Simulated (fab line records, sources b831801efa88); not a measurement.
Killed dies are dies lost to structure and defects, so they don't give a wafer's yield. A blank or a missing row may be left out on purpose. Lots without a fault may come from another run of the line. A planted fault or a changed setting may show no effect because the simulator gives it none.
Which tool did it? | flow gf180mcu | 24 lots, 72 wafers sampled, at 5 steps of a route of 602

WHAT THE GAUGES READ, wafer by wafer
GF_M2_THK_MEAS_06: measures by xrf.
lot  | measured     | on            | M2_ALCU_THK (nm)
L074 | day 17 21:14 | film_metro-01 | 433 435 436
L075 | day 18 09:14 | film_metro-02 | 440 439 437
L076 | day 18 18:37 | film_metro-02 | 429 447 435
L077 | day 19 04:22 | film_metro-03 | 435 430 430
L078 | day 19 11:23 | film_metro-02 | 444 444 449
L079 | day 19 18:54 | film_metro-01 | 443 453 443
L080 | day 20 13:58 | film_metro-01 | 452 446 448
L081 | day 21 05:21 | film_metro-02 | 435 457 438
L082 | day 21 11:17 | film_metro-03 | 453 438 438
L083 | day 22 06:11 | film_metro-02 | 447 443 442
L084 | day 22 20:42 | film_metro-03 | 438 439 440
L086 | day 23 02:37 | film_metro-02 | 449 449 452
L085 | day 23 04:20 | film_metro-01 | 439 444 433
L088 | day 23 07:54 | film_metro-01 | 443 442 427
L087 | day 23 10:32 | film_metro-02 | 439 443 433
L089 | day 24 01:58 | film_metro-01 | 432 444 436
L090 | day 24 04:25 | film_metro-02 | 441 450 440
L091 | day 24 16:41 | film_metro-03 | 445 443 435
L092 | day 24 17:20 | film_metro-02 | 442 447 456
L093 | day 25 01:11 | film_metro-01 | 442 439 442
L094 | day 25 05:06 | film_metro-01 | 448 432 440
L095 | day 25 12:33 | film_metro-02 | 442 446 445
L096 | day 25 21:48 | film_metro-01 | 447 436 437
L097 | day 26 05:33 | film_metro-03 | 433 437 432

GF_M3_OVL_MEAS_15.
lot  | measured     | on         | M3_OVL (nm)
L074 | day 20 22:07 | overlay-02 | -2 -6 3
L075 | day 21 11:37 | overlay-02 | -1 -6 0
L076 | day 21 21:03 | overlay-01 | 1 -8 -4
L077 | day 22 06:13 | overlay-01 | 2 -1 -3
L078 | day 22 13:31 | overlay-02 | -7 -1 1
L079 | day 22 20:19 | overlay-02 | -6 -8 -6
L080 | day 23 14:40 | overlay-02 | -4 -2 0
L081 | day 24 05:58 | overlay-01 | 9 8 12
L082 | day 24 11:08 | overlay-01 | 0 10 3
L083 | day 25 05:50 | overlay-02 | 4 4 2
L084 | day 25 18:31 | overlay-01 | -7 -1 0
L086 | day 25 23:25 | overlay-02 | -2 3 2
L085 | day 26 00:46 | overlay-02 | -4 -4 3
L088 | day 26 04:34 | overlay-01 | -4 5 -1
L087 | day 26 07:02 | overlay-01 | 0 1 6
L089 | day 26 21:06 | overlay-02 | 2 -6 0
L090 | day 26 22:25 | overlay-01 | 9 5 9
L091 | day 27 09:43 | overlay-02 | 5 0 0
L092 | day 27 11:14 | overlay-01 | 1 -1 -5
L093 | day 27 18:04 | overlay-01 | 1 3 1
L094 | day 27 21:34 | overlay-01 | 0 0 -2
L095 | day 28 04:12 | overlay-02 | -4 0 4
L096 | day 28 12:53 | overlay-02 | 1 -6 -1
L097 | day 28 20:27 | overlay-02 | -8 -1 -2

GF_V4_CD_MEAS_14: target cd 260 nm.
lot  | measured     | on        | cd_nm (nm)
L074 | day 24 01:04 | cd_sem-02 | 256.8 258.3 256.5
L075 | day 24 12:40 | cd_sem-01 | 260.3 259.0 259.2
L076 | day 24 21:31 | cd_sem-01 | 258.3 259.2 258.5
L077 | day 25 06:59 | cd_sem-01 | 261.8 261.0 260.5
L078 | day 25 13:14 | cd_sem-02 | 257.6 257.9 257.6
L079 | day 25 20:56 | cd_sem-01 | 257.9 258.3 259.0
L080 | day 26 11:29 | cd_sem-01 | 259.8 260.2 260.3
L081 | day 27 02:16 | cd_sem-02 | 260.4 259.8 258.6
L082 | day 27 06:14 | cd_sem-02 | 261.7 259.8 260.8
L083 | day 28 00:49 | cd_sem-01 | 259.9 262.2 261.0
L084 | day 28 11:37 | cd_sem-02 | 260.9 261.4 260.0
L086 | day 28 16:38 | cd_sem-02 | 259.9 259.7 260.6
L085 | day 28 16:59 | cd_sem-01 | 261.1 260.0 260.8
L088 | day 28 20:14 | cd_sem-02 | 262.5 260.8 260.9
L087 | day 28 22:37 | cd_sem-01 | 260.6 260.0 259.9
L089 | day 29 12:04 | cd_sem-01 | 259.4 260.0 259.5
L090 | day 29 13:16 | cd_sem-01 | 260.2 261.1 258.9
L091 | day 30 00:17 | cd_sem-01 | 260.6 261.0 260.8
L092 | day 30 00:17 | cd_sem-02 | 258.6 260.5 258.6
L093 | day 30 06:50 | cd_sem-02 | 259.9 259.5 258.8
L094 | day 30 10:38 | cd_sem-01 | 261.9 260.8 260.5
L095 | day 30 16:47 | cd_sem-01 | 259.1 258.8 258.2
L096 | day 31 00:32 | cd_sem-02 | 258.2 259.3 259.4
L097 | day 31 08:07 | cd_sem-01 | 261.8 260.4 260.9

WHICH TOOL RAN EACH LOT (tool, then ch and the chambers of the sampled wafers, then the start)
lot  | GF_M2_SPUTTER_02             | GF_V2_STRIP_18
L074 | pvd_sputter-02, day 17 21:01 | plasma_asher-03 ch 0,1, day 19 21:13
L075 | pvd_sputter-03, day 18 09:01 | plasma_asher-03 ch 0,1, day 20 10:22
L076 | pvd_sputter-01, day 18 18:23 | plasma_asher-02 ch 0,1, day 20 19:53
L077 | pvd_sputter-03, day 19 04:08 | plasma_asher-01 ch 0,1, day 21 05:23
L078 | pvd_sputter-01, day 19 11:10 | plasma_asher-01 ch 0,1, day 21 12:35
L079 | pvd_sputter-01, day 19 18:40 | plasma_asher-03 ch 0,1, day 21 19:37
L080 | pvd_sputter-01, day 20 13:46 | plasma_asher-03 ch 0,1, day 22 14:32
L081 | pvd_sputter-02, day 21 05:08 | plasma_asher-01 ch 0, day 23 05:40
L082 | pvd_sputter-02, day 21 11:04 | plasma_asher-02 ch 0,1, day 23 11:17
L083 | pvd_sputter-03, day 22 05:58 | plasma_asher-02 ch 0,1, day 24 06:43
L084 | pvd_sputter-03, day 22 20:28 | plasma_asher-03 ch 0,1, day 24 18:55
L086 | pvd_sputter-03, day 23 02:24 | plasma_asher-01 ch 0,1, day 25 00:25
L085 | pvd_sputter-02, day 23 04:08 | plasma_asher-01 ch 1, day 25 02:52
L088 | pvd_sputter-01, day 23 07:41 | plasma_asher-01 ch 0, day 25 06:08
L087 | pvd_sputter-03, day 23 10:20 | plasma_asher-03 ch 0,1, day 25 08:16
L089 | pvd_sputter-01, day 24 01:44 | plasma_asher-01 ch 0,1, day 25 22:40
L090 | pvd_sputter-03, day 24 04:12 | plasma_asher-03 ch 0,1, day 26 00:34
L091 | pvd_sputter-01, day 24 16:28 | plasma_asher-03 ch 0,1, day 26 12:08
L092 | pvd_sputter-03, day 24 17:07 | plasma_asher-02 ch 0,1, day 26 13:26
L093 | pvd_sputter-01, day 25 00:59 | plasma_asher-01 ch 0,1, day 26 20:53
L094 | pvd_sputter-01, day 25 04:53 | plasma_asher-02 ch 0,1, day 27 00:17
L095 | pvd_sputter-03, day 25 12:20 | plasma_asher-01 ch 0,1, day 27 07:01
L096 | pvd_sputter-03, day 25 21:35 | plasma_asher-01 ch 0,1, day 27 15:31
L097 | pvd_sputter-01, day 26 05:20 | plasma_asher-01 ch 0,1, day 27 23:56
- GF_M2_SPUTTER_02: material AlCu, target thk 450 nm, time 23.9 s.
- GF_V2_STRIP_18: strips in O2/N2.

WHAT THE TOOLS THEMSELVES READ (means of the sampled wafers that have a number; where no wafer has one, the mark that the record gives instead)
GF_M2_SPUTTER_02.
lot  | tool           | throttle_valve_pct (%)
L074 | pvd_sputter-02 | 29.6
L075 | pvd_sputter-03 | 30.0
L076 | pvd_sputter-01 | 29.5
L077 | pvd_sputter-03 | 30.1
L078 | pvd_sputter-01 | 30.2
L079 | pvd_sputter-01 | 30.2
L080 | pvd_sputter-01 | 30.2
L081 | pvd_sputter-02 | 29.5
L082 | pvd_sputter-02 | 29.4
L083 | pvd_sputter-03 | 30.2
L084 | pvd_sputter-03 | 29.7
L086 | pvd_sputter-03 | 30.0
L085 | pvd_sputter-02 | 29.4
L088 | pvd_sputter-01 | 29.3
L087 | pvd_sputter-03 | 30.2
L089 | pvd_sputter-01 | 29.8
L090 | pvd_sputter-03 | 30.4
L091 | pvd_sputter-01 | 29.8
L092 | pvd_sputter-03 | 30.3
L093 | pvd_sputter-01 | 29.3
L094 | pvd_sputter-01 | 30.2
L095 | pvd_sputter-03 | 30.8
L096 | pvd_sputter-03 | 30.1
L097 | pvd_sputter-01 | 29.3

GF_V2_STRIP_18.
lot  | tool            | drypump_motor_current_A (A) | heater_power_w (W) | oes_product_au (a.u.)
L074 | plasma_asher-03 | 5.9                         | 331                | 0.586
L075 | plasma_asher-03 | 6.3                         | 358                | 0.584
L076 | plasma_asher-02 | 6.0                         | 342                | 0.591
L077 | plasma_asher-01 | 6.5                         | 341                | 0.592
L078 | plasma_asher-01 | 6.5                         | 338                | 0.587
L079 | plasma_asher-03 | 5.9                         | 330                | 0.585
L080 | plasma_asher-03 | 5.9                         | 334                | 0.590
L081 | plasma_asher-01 | 6.6                         | 321                | 0.589
L082 | plasma_asher-02 | 5.7                         | 339                | 0.587
L083 | plasma_asher-02 | 6.0                         | 349                | 0.590
L084 | plasma_asher-03 | 6.3                         | 353                | 0.589
L086 | plasma_asher-01 | 6.4                         | 359                | 0.588
L085 | plasma_asher-01 | 6.3                         | 373                | 0.592
L088 | plasma_asher-01 | 6.6                         | 320                | 0.586
L087 | plasma_asher-03 | 5.9                         | 331                | 0.592
L089 | plasma_asher-01 | 6.5                         | 337                | 0.590
L090 | plasma_asher-03 | 6.3                         | 364                | 0.586
L091 | plasma_asher-03 | 6.2                         | 358                | 0.592
L092 | plasma_asher-02 | 6.0                         | 344                | 0.590
L093 | plasma_asher-01 | 6.6                         | 339                | 0.588
L094 | plasma_asher-02 | 6.0                         | 342                | 0.589
L095 | plasma_asher-01 | 6.4                         | 351                | 0.591
L096 | plasma_asher-01 | 6.5                         | 343                | 0.588
L097 | plasma_asher-01 | 6.5                         | 337                | 0.588

THE ANSWER, worked out from the rows above alone
Rule: what is usual is taken from the lots themselves. Put in order of their means at a reading, lots are off if they are a third of the lots or fewer, leave a main group of 4 or more, and stand apart from it by a gap of 3 or more times the standard deviation of the main group's means; of several such gaps the widest counts. A main group whose means are all the same, to the digits that the tables above print for the reading, isn't used. A lot without any number at a reading at which 4 lots or more have one is off too. The other lots that the step has rows for count as sound. The gauges are gone through in route order, then the tools' own readings, and for those a lot's mean is taken as printed above. The first step at which some lot is off is used, and at that step the reading that is off furthest; a lot without a number counts as furthest.
No lot is off at any reading shown: from this, nothing can be told.

WHAT THE SIMULATOR HAD PUT IN
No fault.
